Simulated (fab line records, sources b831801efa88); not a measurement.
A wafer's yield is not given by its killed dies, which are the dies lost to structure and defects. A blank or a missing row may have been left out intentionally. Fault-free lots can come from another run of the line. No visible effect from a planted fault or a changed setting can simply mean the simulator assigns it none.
The tool behind it: which one? || flow sky130 || route of 708 steps, sampled at 1 step: 7 lots, 21 wafers

== WHAT THE GAUGES READ, wafer by wafer ==
SKY_SONOS_TUNNEL_TW_MEAS_12.
{"lot": "L586", "measured": "day 11 20:04", "on": "film-metro-03", "SONOS_TUNNEL_TW": "197.9 198.9 198.2"}
{"lot": "L589", "measured": "day 13 02:08", "on": "film-metro-02", "SONOS_TUNNEL_TW": "195.7 196.1 196.1"}
{"lot": "L592", "measured": "day 13 18:29", "on": "film-metro-03", "SONOS_TUNNEL_TW": "196.6 197.4 197.1"}
{"lot": "L595", "measured": "day 14 12:55", "on": "film-metro-02", "SONOS_TUNNEL_TW": "195.9 196.6 195.2"}
{"lot": "L597", "measured": "day 15 07:04", "on": "film-metro-04", "SONOS_TUNNEL_TW": "194.2 194.6 193.0"}
{"lot": "L599", "measured": "day 16 05:07", "on": "film-metro-03", "SONOS_TUNNEL_TW": "198.2 197.8 197.1"}
{"lot": "L604", "measured": "day 17 14:08", "on": "film-metro-02", "SONOS_TUNNEL_TW": "195.9 195.7 195.4"}

== WHICH TOOL RAN EACH LOT (tool, then ch and the chambers of the sampled wafers, then the start) ==
Record: no process step prior to these readings.

== THE ANSWER, worked out from the rows above alone ==
Rule: the usual values come from the lots themselves. The widest of any qualifying gaps counts: lots, ordered by their means at a reading, are off when they make up no more than a third of the lots, leave a main group of 4 or more, and stand apart from it by 3 or more times the standard deviation of that group's means. Not used: any main group whose means are identical at the precision the tables above print for the reading. A lot without any number at a reading at which 4 lots or more have one is off too. The other lots that the step has rows for count as sound.
Nothing can be told from this: no lot is off at any reading shown.

== WHAT WAS PUT IN BY THE SIMULATOR ==
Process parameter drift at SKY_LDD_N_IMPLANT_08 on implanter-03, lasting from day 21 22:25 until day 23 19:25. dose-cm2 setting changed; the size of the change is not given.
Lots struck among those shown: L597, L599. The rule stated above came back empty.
